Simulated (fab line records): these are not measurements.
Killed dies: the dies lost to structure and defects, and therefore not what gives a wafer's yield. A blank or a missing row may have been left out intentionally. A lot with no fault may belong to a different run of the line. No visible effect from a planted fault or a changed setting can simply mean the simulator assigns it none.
A struck lot beside a sound one :: flow sky130 :: 21 steps out of a route of 708
Sound: the wafers L430.1, L430.5, L430.6. Struck: wafers L440.3, L440.4. At the end, the cause is stated.
At each step with rows: each side's tool, then ch and its chambers, then its first start. Under that, the readings that differ: sound wafers :: struck wafers :: difference of the means :: sigmas: that difference in standard deviations of wafers without a fault.
alike: a reading whose means differ by less than 2 such deviations, as well as words and numbers matching on both sides. not compared: withheld readings; readings where some wafer has no value; bounds like >300 that might hide an equal value; numbers whose values overlap and for which the record gives no deviation.
Wherever a step has rows on one side only, a row that says differs or no value, or a row with sigmas, the two part there. Non-overlapping numbers with no deviation appear without sigmas and do not part them. A reading missing from all wafers of one side parts the sides only when that side holds two or more wafers.

first, 4 steps without rows for these wafers: SKY_METAL2_STRIP_21 (strips in post etch residue remover, time 1200 s); SKY_METAL2_CLEAN_22 (cleans in IPA, time 180 s); SKY_METAL2_CLEAN_23 (cleans in O3/DIW); SKY_VIA2_HDPCVD_00 (deposits SiO2, target thk 1180 nm, time 196.7 s).
SKY_VIA2_THK_MEAS_01:
  sound: film metro-02 at day 35 15:14; struck: film metro-02 at day 39 02:48
  alike: VIA2_HDPCVD_THK
SKY_VIA2_CMP_02: polishes SiO2.
  sound on cmp-02 ch 0,3, day 35 15:20; struck on cmp-01 ch 0,3, day 39 02:53
  alike: head pressure psi, motor current A
SKY_VIA2_BOW_MEAS_03:
  sound: film metro-01 at day 35 15:35; struck: film metro-01 at day 39 03:11
  alike: VIA2_BOW
then, 5 steps without rows for these wafers: SKY_VIA2_DEHYDRATE_04 (time 60 s); SKY_VIA2_HMDS_05 (prime time 60 s); SKY_VIA2_COAT_06 (resist thk 60 nm); SKY_VIA2_COAT_07 (resist thk 450 nm); SKY_VIA2_SOFTBAKE_08 (time 90 s).
SKY_VIA2_EXPOSE_09: exposes mask VIM2, target cd 200 nm.
  sound on krf scanner-01 ch 0, day 36 05:20; struck on krf scanner-02 ch 0, day 39 16:40
  alike: mask, focus offset nm
then, 2 steps without rows for these wafers: SKY_VIA2_PEB_10; SKY_VIA2_DEVELOP_11 (develop time 60 s).
SKY_VIA2_CD_MEAS_12: target cd 200 nm.
  sound: cd sem-01 at day 36 18:25; struck: cd sem-01 at day 40 04:21
reading: cd nm (nm)
sound: 195.7 196.5 195.7
struck: 188.0 188.1
difference: -7.9
sigmas: -4
SKY_VIA2_OVL_MEAS_13:
  sound: overlay-01 at day 36 18:32; struck: overlay-01 at day 40 04:26
  alike: VIA2_OVL
SKY_VIA2_ETCH_14: etches BARC in N2/H2, stops on SiO2, time 45.9 s, target depth 60 nm.
  sound on rie diel-01 ch 0,2,3, day 36 18:35; struck on rie diel-04 ch 0,3, day 40 04:28
reading: model.VIA2.cd nm (nm)
sound: 195.9 196 195.4
struck: 187.1 188.5
difference: -8.0
sigmas: 
  alike: drypump motor current A, h2 flow sccm, oes product au, throttle valve pct
  not compared: rf hours counter h
SKY_VIA2_ETCH_15: etches SiO2 in C4F8/O2/Ar, stops on TiN, target depth 546 nm, time 84 s.
  sound on rie diel-01 ch 0,2,3, day 36 18:37; struck on rie diel-04 ch 0,3, day 40 04:31
reading: model.VIA2.cd nm (nm)
sound: 199.6 198.9 200.1
struck: 182.4 186.2
difference: -15.2
sigmas: 
  alike: oes product au
  not compared: rf hours counter h
SKY_VIA2_STRIP_16: strips in O2/N2.
  sound on plasma asher-03 ch 0,1, day 36 18:41; struck on plasma asher-02 ch 0,1, day 40 04:36
  alike: drypump motor current A, oes product au, strip time to endpoint s
  not compared: rf hours counter h
-- the record jumps here: 9 days lie between the struck wafers' starts before and after (it left off in module VIA2 and takes up again in module PAD_OPEN, whose first step shown is number 708 of the route) --
SKY_PAD_OPEN_PROBE_99:
  sound: prober-02 at day 46 06:44; struck: prober-02 at day 49 08:05
reading: model.etest.via2 chain.rc ohm
sound: 9.885 10.15 10.15
struck: 12.54 11.43
difference: +1.92
sigmas: 
  alike: defect limited yield, killed_at_M0_to_M3, killed_at_M4_up, killed at contacts, killed at front end, killed at other, killed dies, killed open, killed short, sort_bin_3_pad_short, sort_bin_5_function, sort_bin_6_memory, sort n pass, sort yield pct

WHERE THEY PART
Only at SKY_VIA2_CD_MEAS_12, within this record. Later steps at which nothing parts them and some readings are alike: SKY_VIA2_OVL_MEAS_13, SKY_VIA2_ETCH_14, SKY_VIA2_ETCH_15, SKY_VIA2_STRIP_16, SKY_PAD_OPEN_PROBE_99.

WHY: whatever the simulator had introduced
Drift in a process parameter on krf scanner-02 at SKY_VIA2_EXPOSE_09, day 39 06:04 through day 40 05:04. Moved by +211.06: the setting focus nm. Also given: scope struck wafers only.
